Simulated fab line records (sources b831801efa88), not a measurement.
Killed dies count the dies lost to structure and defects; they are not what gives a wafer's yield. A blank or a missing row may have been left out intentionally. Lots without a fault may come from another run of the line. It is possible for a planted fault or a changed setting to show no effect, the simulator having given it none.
Matching of chambers ; flow sky130 ; SKY_VIA1_CMP_24 on cmp-01 has 4 sister chambers
The step polishes, stops on SiO2, t overpolish 15 s, target thk 0 nm. 16 wafers are shown with their chamber, then 8 later ones without.

== WAFERS, EACH WITH ITS CHAMBER ==
wafer;chamber;motor current A (A)
L425.4;0;12.2
L425.5;1;13.1
L425.6;0;12.4
L426.1;0;12.3
L426.2;2;8.4
L426.3;3;12.5
L427.1;1;13.2
L427.2;2;8.8
L427.5;2;8.8
L430.1;2;8.1
L430.2;0;12.1
L430.6;2;8.2
L434.1;3;12.5
L434.4;1;13.4
L434.5;1;14.2
L435.2;1;13.3

SIGNATURES (averages over the wafers above)
reading;chamber 0;chamber 1;chamber 2;chamber 3;scatter within a chamber
motor current A;12.250;13.440;8.460;12.500;0.323
Rule: a wafer lies at a distance from a chamber equal to the root of the sum of squares, over the readings, of (its reading less the chamber's mean, divided by the reading's scatter). The wafer belongs to the nearest chamber; if the next one is less than 2 further off, it can't be placed. How the scatter is found: for the shown wafers, subtract from each reading the mean of its chamber, square and add these, divide the total by (wafers less chambers), then take the root.

== WAFERS WITHOUT THEIR CHAMBER ==
wafer;motor current A (A)
L435.3;12.5
L435.4;8.4
L439.2;13.2
L439.3;12.0
L439.4;8.6
L442.1;12.0
L442.3;8.3
L442.5;12.8

== EACH ONE'S CHAMBER ==
wafer;from the rows above;in truth
L435.3;can't be placed: 3 or 0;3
L435.4;2;2
L439.2;can't be placed: 1 or 3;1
L439.3;can't be placed: 0 or 3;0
L439.4;2;2
L442.1;can't be placed: 0 or 3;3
L442.3;2;2
L442.5;can't be placed: 3 or 0 or 1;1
3 of 8 placed correctly. Cannot be placed on the basis of these rows: 5; the candidates contain the true chamber in 5. 0 placed wrongly.
